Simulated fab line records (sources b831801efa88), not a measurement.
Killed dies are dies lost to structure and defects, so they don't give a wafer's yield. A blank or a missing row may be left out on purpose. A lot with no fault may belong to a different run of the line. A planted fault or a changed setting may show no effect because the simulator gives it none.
fab line records	flow sky130	part 1 of 2: steps 1 to 29 of 40
[record] lots = 5	wafers = 15	lastDay = 50
route steps=708 shown VIA4@658 METAL5@661 PASSIVATION@681 PAD_OPEN@694
lots untouched by any fault: they come from a run of this same line in which no faults occurred
startH: hours from the record's opening day to when the first of the lot's shown wafers began	waitH: how many hours have passed since the lot's step before this one	" as in the row above	L1.1+2: a single row standing in for several wafers	- either no value or no given start	* or withheld: withheld	< > ~ a bound
route shown NAME@n: a module of which the file shows steps, and the number in the route of the first	usual: mean/standard deviation of fault-free wafers	same: alike in all rows	chamber/n: place in a boat	sites: readings site by site	_std_site: standard deviation of those values	_edge_site: inner sites' mean taken away from outer sites' mean	radiusMm: for every site, how far away it sits from the centre of the wafer	mask NAME#n: copy n	behind: the last tool/chamber to shape the wafer	hold: what put the lot on hold/how long, in hours/how the hold closed	device: the transistor (n, p or np) that didn't switch	end of line: tests run on the same wafers once the route is complete	step lacking rows: just its recipe	killed: count of dies lost to structure and defects at first sort (not the wafer's yield)	map: the dies of a wafer, with x for killed, . for not killed, _ for no die there
set.NAME: the setting that was run; set.NAME@STEP: the one run at that earlier step	model.NAME: the simulator's own value behind a step, which no gauge read
lots seen at some steps along the route; tables by step, rows by wafer
services: the hour from which a tool's chamber was out of use, counted from the record's first day as startH (under 0 if before that day), plus the number of hours and why
[[steps]]
[step SKY_VIA4_RS_MEAS_19]
[recipe] thkMeasGauge = four-point-probe	reads = W_of_VIA4_CVD_18+TiN_of_VIA4_SPUTTER_17
[usual] VIA4_W_RS = 0.2291/0.0024
lot.wafer	tool	chamber	startH	waitH	VIA4_W_RS[ohm/sq]
L076.1	filmMetro-03	-	1020.00	0.3	0.2280
L076.2	"	-	"	"	0.2254
L076.6	"	-	"	"	0.2284
L077.2	filmMetro-01	-	1041.90	0.1	0.2249
L077.4	"	-	"	"	0.2246
L077.5	"	-	"	"	0.2270
L085.2	filmMetro-04	-	1083.18	0.1	0.2297
L085.4	"	-	"	"	0.2340
L085.6	"	-	"	"	0.2294
L094.2	filmMetro-03	-	1133.44	0.1	0.2300
L094.3	"	-	"	"	0.2291
L094.6	"	-	"	"	0.2274
L095.1	filmMetro-03	-	1138.52	0.1	0.2281
L095.4	"	-	"	"	0.2277
L095.5	"	-	"	"	0.2281
[step SKY_VIA4_THK_MEAS_20]
[recipe] thkMeasGauge = xrf	reads = W_of_VIA4_CVD_18
[usual] VIA4_W_THK = 509/6.1
lot.wafer	tool	chamber	startH	waitH	VIA4_W_THK[nm]
L076.1	filmMetro-03	-	1020.12	0.1	508
L076.2	"	-	"	"	520
L076.6	"	-	"	"	511
L077.2	filmMetro-01	-	1042.01	0.1	523
L077.4	"	-	"	"	521
L077.5	"	-	"	"	519
L085.2	filmMetro-04	-	1083.29	0.1	510
L085.4	"	-	"	"	503
L085.6	"	-	"	"	513
L094.2	filmMetro-03	-	1133.55	0.1	505
L094.3	"	-	"	"	506
L094.6	"	-	"	"	508
L095.1	filmMetro-03	-	1138.64	0.1	506
L095.4	"	-	"	"	509
L095.5	"	-	"	"	509
[step SKY_VIA4_CMP_21]
[recipe] stopOn = SiO2	tOverpolishS = 25	downForcePsi = 3.5	platenRpm = 60	targetThkNm = 0	padVelocityMS = 0.94248
[usual] motorCurrentA = 10.8/1.1	overpolishRunS = 24.999/0.0085	timeToEndpointS = 120/6.5
lot.wafer	tool	chamber	startH	waitH	motorCurrentA	overpolishRunS	timeToEndpointS
L076.1	cmp-01	2	1020.24	0.1	11.5	24.998	117
L076.2	"	0	"	"	9.5	24.995	114
L076.6	"	2	"	"	11.0	24.989	121
L077.4	cmp-01	0	1042.06	0.0	9.9	25.010	113
L077.2	"	1	"	"	11.2	24.989	124
L077.5	"	0	"	"	9.5	24.998	108
L085.4	cmp-02	1	1083.34	0.0	8.6	24.991	116
L085.2	"	2	"	"	11.4	25.007	120
L085.6	"	1	"	"	8.4	25.007	120
L094.3	cmp-01	3	1133.70	0.1	12.6	24.997	113
L094.2	"	0	"	"	9.6	25.006	107
L094.6	"	2	"	"	11.8	24.993	118
L095.1	cmp-02	3	1139.12	0.5	10.6	25.003	120
L095.4	"	1	"	"	8.4	24.983	111
L095.5	"	0	"	"	10.6	24.997	127
[step SKY_METAL5_SPUTTER_00]
[recipe] material = Ti	targetThkNm = 15	powerW = 3000	timeS = 10	chamberPressurePa = 0.4
[usual] throttleValvePct = 30.0/1.1
lot.wafer	tool	chamber	startH	waitH	throttleValvePct
L076.1	pvdSputter-04	-	1020.54	0.2	30.7
L076.2	"	-	"	"	30.6
L076.6	"	-	"	"	30.7
L077.2	pvdSputter-04	-	1042.36	0.2	30.4
L077.4	"	-	"	"	30.9
L077.5	"	-	"	"	30.9
L085.2	pvdSputter-02	-	1083.64	0.2	30.8
L085.4	"	-	"	"	28.8
L085.6	"	-	"	"	29.1
L094.2	pvdSputter-02	-	1133.90	0.1	28.8
L094.3	"	-	"	"	28.6
L094.6	"	-	"	"	28.8
L095.1	pvdSputter-02	-	1139.42	0.2	28.4
L095.4	"	-	"	"	30.8
L095.5	"	-	"	"	30.5
[step SKY_METAL5_SPUTTER_01]
[recipe] material = TiN	targetThkNm = 20	powerW = 6500	timeS = 16.7	chamberPressurePa = 0.4
[usual] throttleValvePct = 30.0/1.1
lot.wafer	tool	chamber	startH	waitH	throttleValvePct
L076.1	pvdSputter-04	-	1020.57	0.0	30.6
L076.2	"	-	"	"	31.0
L076.6	"	-	"	"	30.6
L077.2	pvdSputter-04	-	1042.39	0.0	30.8
L077.4	"	-	"	"	30.6
L077.5	"	-	"	"	30.5
L085.2	pvdSputter-02	-	1083.66	0.0	31.0
L085.4	"	-	"	"	28.6
L085.6	"	-	"	"	29.2
L094.2	pvdSputter-02	-	1133.92	0.0	29.3
L094.3	"	-	"	"	28.5
L094.6	"	-	"	"	28.8
L095.1	pvdSputter-02	-	1139.45	0.0	28.5
L095.4	"	-	"	"	30.9
L095.5	"	-	"	"	30.3
[step SKY_METAL5_SPUTTER_02]
[recipe] material = AlCu	targetThkNm = 1150	powerW = 10600	timeS = 61.2	chamberPressurePa = 0.4
[usual] throttleValvePct = 30.0/1.1
lot.wafer	tool	chamber	startH	waitH	throttleValvePct
L076.1	pvdSputter-04	-	1020.59	0.0	30.8
L076.2	"	-	"	"	30.8
L076.6	"	-	"	"	30.7
L077.2	pvdSputter-04	-	1042.41	0.0	30.7
L077.4	"	-	"	"	30.7
L077.5	"	-	"	"	30.6
L085.2	pvdSputter-02	-	1083.69	0.0	30.8
L085.4	"	-	"	"	28.5
L085.6	"	-	"	"	29.0
L094.2	pvdSputter-02	-	1133.95	0.0	29.0
L094.3	"	-	"	"	28.5
L094.6	"	-	"	"	29.0
L095.1	pvdSputter-02	-	1139.47	0.0	28.6
L095.4	"	-	"	"	30.9
L095.5	"	-	"	"	30.7
[step SKY_METAL5_SPUTTER_03]
[recipe] material = Ti	targetThkNm = 5	powerW = 3000	timeS = 3.3	chamberPressurePa = 0.4
[usual] throttleValvePct = 30.0/1.1
lot.wafer	tool	chamber	startH	waitH	throttleValvePct
L076.1	pvdSputter-04	-	1020.64	0.0	30.5
L076.2	"	-	"	"	30.6
L076.6	"	-	"	"	30.5
L077.2	pvdSputter-04	-	1042.46	0.0	30.7
L077.4	"	-	"	"	30.8
L077.5	"	-	"	"	30.7
L085.2	pvdSputter-02	-	1083.74	0.0	30.6
L085.4	"	-	"	"	28.5
L085.6	"	-	"	"	29.0
L094.2	pvdSputter-02	-	1134.00	0.0	29.2
L094.3	"	-	"	"	28.6
L094.6	"	-	"	"	29.1
L095.1	pvdSputter-02	-	1139.52	0.0	28.5
L095.4	"	-	"	"	30.6
L095.5	"	-	"	"	30.6
[step SKY_METAL5_SPUTTER_04]
[recipe] material = TiN	targetThkNm = 70	powerW = 6500	timeS = 58.3	chamberPressurePa = 0.4
[usual] throttleValvePct = 30.0/1.1
lot.wafer	tool	chamber	startH	waitH	throttleValvePct
L076.1	pvdSputter-04	-	1020.66	0.0	30.5
L076.2	"	-	"	"	30.7
L076.6	"	-	"	"	30.6
L077.2	pvdSputter-04	-	1042.48	0.0	30.9
L077.4	"	-	"	"	30.9
L077.5	"	-	"	"	30.6
L085.2	pvdSputter-02	-	1083.76	0.0	30.5
L085.4	"	-	"	"	28.4
L085.6	"	-	"	"	29.2
L094.2	pvdSputter-02	-	1134.02	0.0	28.8
L094.3	"	-	"	"	28.5
L094.6	"	-	"	"	28.9
L095.1	pvdSputter-02	-	1139.54	0.0	28.6
L095.4	"	-	"	"	30.8
L095.5	"	-	"	"	30.5
[step SKY_METAL5_RS_MEAS_05]
[recipe] thkMeasGauge = four-point-probe	reads = TiN_of_METAL5_SPUTTER_04+Ti_of_METAL5_SPUTTER_03+AlCu_of_METAL5_SPUTTER_02+TiN_of_METAL5_SPUTTER_01+Ti_of_METAL5_SPUTTER_00
[usual] METAL5_ALCU_RS = 0.02703/0.00027
lot.wafer	tool	chamber	startH	waitH	METAL5_ALCU_RS[ohm/sq]
L076.1	filmMetro-03	-	1020.71	0.0	0.02725
L076.2	"	-	"	"	0.02709
L076.6	"	-	"	"	0.02679
L077.2	filmMetro-04	-	1042.55	0.0	0.02654
L077.4	"	-	"	"	0.02664
L077.5	"	-	"	"	0.02684
L085.2	filmMetro-04	-	1083.82	0.0	0.02678
L085.4	"	-	"	"	0.02738
L085.6	"	-	"	"	0.0268
L094.2	filmMetro-03	-	1134.09	0.0	0.02694
L094.3	"	-	"	"	0.02755
L094.6	"	-	"	"	0.02717
L095.1	filmMetro-04	-	1139.59	0.0	0.0276
L095.4	"	-	"	"	0.02728
L095.5	"	-	"	"	0.02768
[step SKY_METAL5_THK_MEAS_06]
[recipe] thkMeasGauge = xrf	reads = AlCu_of_METAL5_SPUTTER_02
[usual] METAL5_ALCU_THK = 1148/13
lot.wafer	tool	chamber	startH	waitH	METAL5_ALCU_THK[nm]
L076.1	filmMetro-03	-	1020.83	0.1	1140
L076.2	"	-	"	"	1142
L076.6	"	-	"	"	1157
L077.2	filmMetro-04	-	1042.66	0.1	1156
L077.4	"	-	"	"	1158
L077.5	"	-	"	"	1143
L085.2	filmMetro-04	-	1083.93	0.1	1156
L085.4	"	-	"	"	1131
L085.6	"	-	"	"	1153
L094.2	filmMetro-03	-	1134.20	0.1	1157
L094.3	"	-	"	"	1135
L094.6	"	-	"	"	1156
L095.1	filmMetro-04	-	1139.71	0.1	1119
L095.4	"	-	"	"	1135
L095.5	"	-	"	"	1122
[step SKY_METAL5_DEHYDRATE_07]
[recipe] tempC = 200	timeS = 60
lot.wafer	tool	chamber	startH	waitH
L076.1+2+6	lithoTrack-01	0	1031.82	11.0
L077.2+4+5	lithoTrack-01	0	1052.30	9.6
L085.2+4+6	lithoTrack-03	0	1093.51	9.6
L094.2+3+6	lithoTrack-01	0	1142.60	8.4
L095.1+4+5	lithoTrack-03	0	1149.03	9.3
[step SKY_METAL5_HMDS_08]
[recipe] primeTimeS = 60	primeTempC = 120
[same] primeTimeS = 60
lot.wafer	tool	chamber	startH	waitH
L076.1+2+6	lithoTrack-01	0	1031.97	0.1
L077.2+4+5	lithoTrack-01	0	1052.45	0.1
L085.2+4+6	lithoTrack-03	0	1093.66	0.1
L094.2+3+6	lithoTrack-01	0	1142.75	0.1
L095.1+4+5	lithoTrack-03	0	1149.18	0.1
[step SKY_METAL5_COAT_09]
[recipe] resist = NOVOLAK	spinRpm = 3000	resistThkNm = 1800
[usual] dispensePressureKPa = 49.1/2.9
lot.wafer	tool	chamber	startH	waitH	dispensePressureKPa
L076.1	lithoTrack-01	0	1032.12	0.1	48.1
L076.2	"	0	"	"	48.1
L076.6	"	0	"	"	48.1
L077.2	lithoTrack-01	0	1052.60	0.1	48.1
L077.4	"	0	"	"	48.1
L077.5	"	0	"	"	48.1
L085.2	lithoTrack-03	0	1093.81	0.1	52.5
L085.4	"	0	"	"	52.6
L085.6	"	0	"	"	52.6
L094.2	lithoTrack-01	0	1142.90	0.1	48.1
L094.3	"	0	"	"	48.1
L094.6	"	0	"	"	48.1
L095.1	lithoTrack-03	0	1149.33	0.1	52.6
L095.4	"	0	"	"	52.6
L095.5	"	0	"	"	52.6
[step SKY_METAL5_SOFTBAKE_10]
[recipe] tempC = 90	timeS = 60	resist = NOVOLAK
lot.wafer	tool	chamber	startH	waitH
L076.1+2+6	lithoTrack-01	0	1032.27	0.1
L077.2+4+5	lithoTrack-01	0	1052.75	0.1
L085.2+4+6	lithoTrack-03	0	1093.96	0.1
L094.2+3+6	lithoTrack-01	0	1143.05	0.1
L095.1+4+5	lithoTrack-03	0	1149.48	0.1
[step SKY_METAL5_EXPOSE_11]
[recipe] maskId = MM5	na = 0.6	sourceShape = conventional	sigmaOuter = 0.6	polarization = unpolarized	targetCdNm = 1600	doseMj = 190
lot.wafer	tool	chamber	startH	waitH	mask
L076.1+2+6	ilineStepper-02	0	-	-	MM5#0
L077.2+4+5	ilineStepper-02	0	-	-	MM5#0
L085.2+4+6	ilineStepper-01	0	-	-	MM5#0
L094.2+3+6	ilineStepper-01	0	-	-	MM5#0
L095.1+4+5	ilineStepper-02	0	-	-	MM5#0
[step SKY_METAL5_PEB_12]
[recipe] tempC = withheld	timeS = *	resist = NOVOLAK
lot.wafer	tool	chamber	startH	waitH
L076.1+2+6	lithoTrack-01	0	-	-
L077.2+4+5	lithoTrack-03	0	-	-
L085.2+4+6	lithoTrack-02	0	-	-
L094.2+3+6	lithoTrack-03	0	-	-
L095.1+4+5	lithoTrack-03	0	-	-
[step SKY_METAL5_DEVELOP_13]
[recipe] resist = NOVOLAK	developer = TMAH	developTimeS = 60	devTempC = 23
lot.wafer	tool	chamber	startH	waitH
L076.1+2+6	lithoTrack-01	0	1044.02	0.1
L077.2+4+5	lithoTrack-03	0	1063.86	0.1
L085.2+4+6	lithoTrack-02	0	1103.67	0.1
L094.2+3+6	lithoTrack-03	0	1152.91	0.1
L095.1+4+5	lithoTrack-03	0	1158.53	0.1
[step SKY_METAL5_DESCUM_14]
[recipe] chemistry = O2	sourcePowerW = 150	biasPowerW = 0	pressureMtorr = 10	tempC = 40	timeS = 11
[usual] drypumpMotorCurrentA = 5.6/0.34	oesProductAu = 1.008/0.014
lot.wafer	tool	chamber	startH	waitH	drypumpMotorCurrentA	oesProductAu	rfHoursCounterH
L076.1	rieMetal-04	0	1044.17	0.1	5.9	0.999	18
L076.2	"	1	"	"	5.7	1.001	6
L076.6	"	0	"	"	5.9	0.985	-
L077.2	rieMetal-04	0	1063.98	0.1	5.9	0.999	20
L077.4	"	0	"	"	5.9	1.005	-
L077.5	"	0	"	"	5.9	0.999	-
L085.2	rieMetal-02	0	1103.79	0.1	5.8	1.020	19
L085.4	"	0	"	"	5.8	1.031	-
L085.6	"	0	"	"	5.8	1.025	-
L094.2	rieMetal-03	0	1153.03	0.1	5.9	1.008	15
L094.3	"	0	"	"	5.9	0.999	-
L094.6	"	0	"	"	5.9	1.004	-
L095.1	rieMetal-03	1	1158.68	0.1	5.6	1.002	22
L095.4	"	0	"	"	5.9	1.008	-
L095.5	"	0	"	"	5.9	1.004	-
[step SKY_METAL5_METAL_ETCH_15]
[recipe] targetDepthA = 12600	stopOn = SiO2	overEtchFrac = 0.2	timeS = 252	chemistry = Cl2/BCl3	resistSidewallDeg = 86	pressureMtorr = 10	icpW = 900	biasW = 48.5	Cl2_flow_sccm = 60	bcl3FlowSccm = 30
[usual] drypumpMotorCurrentA = 5.6/0.34	oesProductAu = 0.894/0.0049	throttleValvePct = 22.266/0.0094
lot.wafer	tool	chamber	startH	waitH	drypumpMotorCurrentA	oesProductAu	rfHoursCounterH	throttleValvePct
L076.1	rieMetal-04	0	1044.21	0.0	5.9	0.891	18	22.260
L076.2	"	1	"	"	5.7	0.884	6	22.286
L076.6	"	0	"	"	5.9	0.892	-	22.249
L077.2	rieMetal-04	0	1064.02	0.0	5.9	0.898	20	22.282
L077.4	"	0	"	"	5.9	0.902	-	22.255
L077.5	"	0	"	"	5.9	0.894	-	22.273
L085.2	rieMetal-02	0	1103.83	0.0	5.8	0.894	19	22.272
L085.4	"	0	"	"	5.8	0.905	-	22.286
L085.6	"	0	"	"	5.8	0.893	-	22.255
L094.2	rieMetal-03	0	1153.07	0.0	5.9	0.900	15	22.272
L094.3	"	0	"	"	5.9	0.890	-	22.261
L094.6	"	0	"	"	5.9	0.888	-	22.262
L095.1	rieMetal-03	1	1158.72	0.0	5.6	0.892	22	22.278
L095.4	"	0	"	"	5.9	0.895	-	22.269
L095.5	"	0	"	"	5.9	0.888	-	22.254
[step SKY_METAL5_STRIP_16]
[recipe] chemistry = O2/N2	powerW = 1400	pressureMtorr = 1500	platenTempC = withheld	o2FlowSccm = 3000	n2FlowSccm = 300	overashFraction = 0.5
[usual] drypumpMotorCurrentA = 5.7/0.38	o2FlowSccm = 3001/9.2	oesProductAu = 0.710/0.0045	stripTimeToEndpointS = 12.96/0.19
[same] overashFraction = 0.5
lot.wafer	tool	chamber	startH	waitH	drypumpMotorCurrentA	o2FlowSccm	oesProductAu	rfHoursCounterH	stripTimeToEndpointS
L076.1	plasmaAsher-04	1	1044.44	0.2	5.4	3006	0.712	88	13.14
L076.2	"	0	"	"	6.6	3007	0.704	88	13.05
L076.6	"	0	"	"	6.6	3006	0.709	-	13.15
L077.2	plasmaAsher-01	0	1064.25	0.2	5.7	3002	0.715	0	13.12
L077.4	"	1	"	"	5.9	2986	0.701	-	13.05
L077.5	"	0	"	"	5.7	2998	0.712	-	13.05
L085.2	plasmaAsher-02	0	1104.06	0.2	5.4	2993	0.712	33	12.81
L085.4	"	0	"	"	5.4	3017	0.708	-	12.84
L085.6	"	1	"	"	5.5	2990	0.718	-	12.80
L094.2	plasmaAsher-01	1	1153.30	0.2	5.9	3006	0.711	10	13.17
L094.3	"	0	"	"	5.7	3014	0.713	-	13.02
L094.6	"	0	"	"	5.7	2985	0.701	-	13.19
L095.1	plasmaAsher-01	1	1158.95	0.2	5.9	2996	0.714	10	13.13
L095.4	"	1	"	"	5.9	2989	0.708	-	13.05
L095.5	"	1	"	"	5.9	3002	0.705	-	13.10
[step SKY_METAL5_STRIP_17]
[recipe] chemistry = postEtchResidueRemover	timeS = 1200	tempC = 72.5
lot.wafer	tool	chamber	startH	waitH
L076.1+2+6	wetBench-04	0	1044.56	0.1
L077.2+4+5	wetBench-04	0	1064.35	0.1
L085.2+4+6	wetBench-03	3	1104.16	0.1
L094.2+3+6	wetBench-03	1	1153.40	0.1
L095.1+4+5	wetBench-03	1	1159.05	0.1
[step SKY_METAL5_CLEAN_18]
[recipe] chemistry = IPA	timeS = 180	tempC = 25
lot.wafer	tool	chamber	startH	waitH
L076.1+2+6	wetBench-04	0	1044.96	0.1
L077.2+4+5	wetBench-01	2	1064.72	0.0
L085.2+4+6	wetBench-04	1	1104.85	0.0
L094.2+3+6	wetBench-01	1	1153.74	0.0
L095.1+4+5	wetBench-03	3	1159.39	0.0
[step SKY_METAL5_CLEAN_19]
[recipe] chemistry = O3/DIW	dry = n2Spin
lot.wafer	tool	chamber	startH	waitH
L076.1+2+6	wetBench-04	2	1045.01	0.0
L077.2+4+5	wetBench-03	0	1064.78	0.0
L085.2+4+6	wetBench-04	1	1104.91	0.0
L094.2+3+6	wetBench-04	0	1153.81	0.0
L095.1+4+5	wetBench-03	1	1159.45	0.0
[step SKY_PASSIVATION_CVD_00]
[recipe] material = SiO2	targetThkNm = 90	tempC = 400	timeS = withheld	rfW = 600
[usual] heaterPowerW = 673/87
lot.wafer	tool	chamber	startH	waitH	heaterPowerW
L076.1	pecvd-01	2	1045.11	0.0	674
L076.2	"	1	"	"	828
L076.6	"	2	"	"	705
L077.2	pecvd-01	0	1064.87	0.0	767
L077.4	"	2	"	"	788
L077.5	"	2	"	"	812
L085.2	pecvd-02	0	1105.01	0.0	456
L085.4	"	2	"	"	628
L085.6	"	1	"	"	753
L094.2	pecvd-03	0	1153.92	0.0	604
L094.3	"	0	"	"	605
L094.6	"	0	"	"	618
L095.1	pecvd-02	2	1159.54	0.0	640
L095.4	"	0	"	"	554
L095.5	"	1	"	"	848
[step SKY_PASSIVATION_THK_MEAS_01]
[recipe] reads = SiO2_of_PASSIVATION_CVD_00
[usual] PASSIVATION_CVD_00_THK = 90.0/1.3
lot.wafer	tool	chamber	startH	waitH	PASSIVATION_CVD_00_THK[nm]
L076.1	filmMetro-04	-	1045.13	-	89.8
L076.2	"	-	"	"	88.9
L076.6	"	-	"	"	91.5
L077.2	filmMetro-01	-	1064.92	-	89.0
L077.4	"	-	"	"	91.8
L077.5	"	-	"	"	91.2
L085.2	filmMetro-04	-	1105.04	-	89.9
L085.4	"	-	"	"	90.4
L085.6	"	-	"	"	90.3
L094.2	filmMetro-04	-	1153.96	-	89.0
L094.3	"	-	"	"	90.2
L094.6	"	-	"	"	90.1
L095.1	filmMetro-04	-	1159.56	-	88.9
L095.4	"	-	"	"	89.6
L095.5	"	-	"	"	89.8
[step SKY_PASSIVATION_CVD_02]
[recipe] material = Si3N4	targetThkNm = 540	tempC = 400	timeS = withheld	rfW = 450
[usual] heaterPowerW = 715/86
lot.wafer	tool	chamber	startH	waitH	heaterPowerW
L076.1	pecvd-03	0	1045.19	0.1	690
L076.2	"	2	"	"	734
L076.6	"	2	"	"	598
L077.2	pecvd-03	2	1064.97	0.0	650
L077.4	"	1	"	"	671
L077.5	"	0	"	"	683
L085.2	pecvd-03	2	1105.09	0.0	620
L085.4	"	0	"	"	725
L085.6	"	2	"	"	672
L094.2	pecvd-01	2	1154.01	0.0	825
L094.3	"	1	"	"	823
L094.6	"	0	"	"	679
L095.1	pecvd-01	0	1159.62	0.1	695
L095.4	"	0	"	"	740
L095.5	"	2	"	"	864
[step SKY_PASSIVATION_THK_MEAS_03]
[recipe] reads = Si3N4_of_PASSIVATION_CVD_02
[usual] PASSIVATION_CVD_02_THK = 537/8.7
lot.wafer	tool	chamber	startH	waitH	PASSIVATION_CVD_02_THK[nm]
L076.1	filmMetro-01	-	1045.41	-	524
L076.2	"	-	"	"	543
L076.6	"	-	"	"	551
L077.2	filmMetro-04	-	1065.20	-	547
L077.4	"	-	"	"	541
L077.5	"	-	"	"	541
L085.2	filmMetro-02	-	1105.33	-	539
L085.4	"	-	"	"	539
L085.6	"	-	"	"	551
L094.2	filmMetro-01	-	1154.24	-	539
L094.3	"	-	"	"	534
L094.6	"	-	"	"	542
L095.1	filmMetro-02	-	1159.85	-	533
L095.4	"	-	"	"	544
L095.5	"	-	"	"	538
[step SKY_PASSIVATION_DEHYDRATE_04]
[recipe] tempC = 200	timeS = 60
lot.wafer	tool	chamber	startH	waitH
L076.1+2+6	lithoTrack-04	0	1054.86	9.4
L077.2+4+5	lithoTrack-02	0	1075.12	9.9
L085.2+4+6	lithoTrack-04	0	1114.83	9.5
L094.2+3+6	lithoTrack-04	0	1161.78	7.5
L095.1+4+5	lithoTrack-04	0	1168.06	8.2
[step SKY_PASSIVATION_HMDS_05]
[recipe] primeTimeS = 60	primeTempC = 120
[same] primeTimeS = 60
lot.wafer	tool	chamber	startH	waitH
L076.1+2+6	lithoTrack-04	0	1055.01	0.1
L077.2+4+5	lithoTrack-02	0	1075.27	0.1
L085.2+4+6	lithoTrack-04	0	1114.98	0.1
L094.2+3+6	lithoTrack-04	0	1161.93	0.1
L095.1+4+5	lithoTrack-04	0	1168.21	0.1
